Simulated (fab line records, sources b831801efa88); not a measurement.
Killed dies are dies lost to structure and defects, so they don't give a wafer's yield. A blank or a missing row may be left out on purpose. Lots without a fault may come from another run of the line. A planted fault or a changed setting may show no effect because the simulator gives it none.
Chamber matching | flow gf180mcu | GF_V1_CMP_26 on cmp-01: 3 sister chambers
The step polishes, stops on SiO2, t overpolish 15 s, target thk 0 nm. 5 wafers are shown with their chamber, then 4 later ones without.

WAFERS WITH THEIR CHAMBER
wafer  | chamber | motor_current_A (A) | overpolish_run_s (s)
L275.5 | 3       | 13.1                | 14.996
L278.3 | 0       | 10.6                | 14.997
L278.6 | 2       | 10.0                | 14.996
L279.1 | 0       | 10.2                | 15.003
L279.5 | 2       | 10.7                | 15.004

WAFERS WITHOUT THEIR CHAMBER
wafer  | motor_current_A (A) | overpolish_run_s (s)
L288.2 | 14.2                | 14.989
L288.4 | 10.0                | 14.991
L293.5 | 13.2                | 14.997
L293.6 | 10.5                | 15.004

WHICH CHAMBER EACH WENT THROUGH
wafer  | from the rows above     | in truth
L288.2 | 3                       | 3
L288.4 | can't be placed: 2 or 0 | 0
L293.5 | 3                       | 3
L293.6 | can't be placed: 0 or 2 | 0
Placed correctly: 2 of 4. Can't be placed from these rows: 2 (the true chamber is among the candidates in 2). Placed wrongly: 0.
How it was worked out, from the rows above alone: a wafer's distance from a chamber is the root of the sum, over the readings, of the square of ((its reading less the chamber's mean) divided by the reading's scatter). The wafer belongs to the nearest chamber; if the next one is less than 2 further off, it can't be placed. A chamber's mean is the mean of its shown wafers. The scatter: the root of (the sum of the squares of (reading less its chamber's mean) over the shown wafers, divided by (wafers less chambers)).
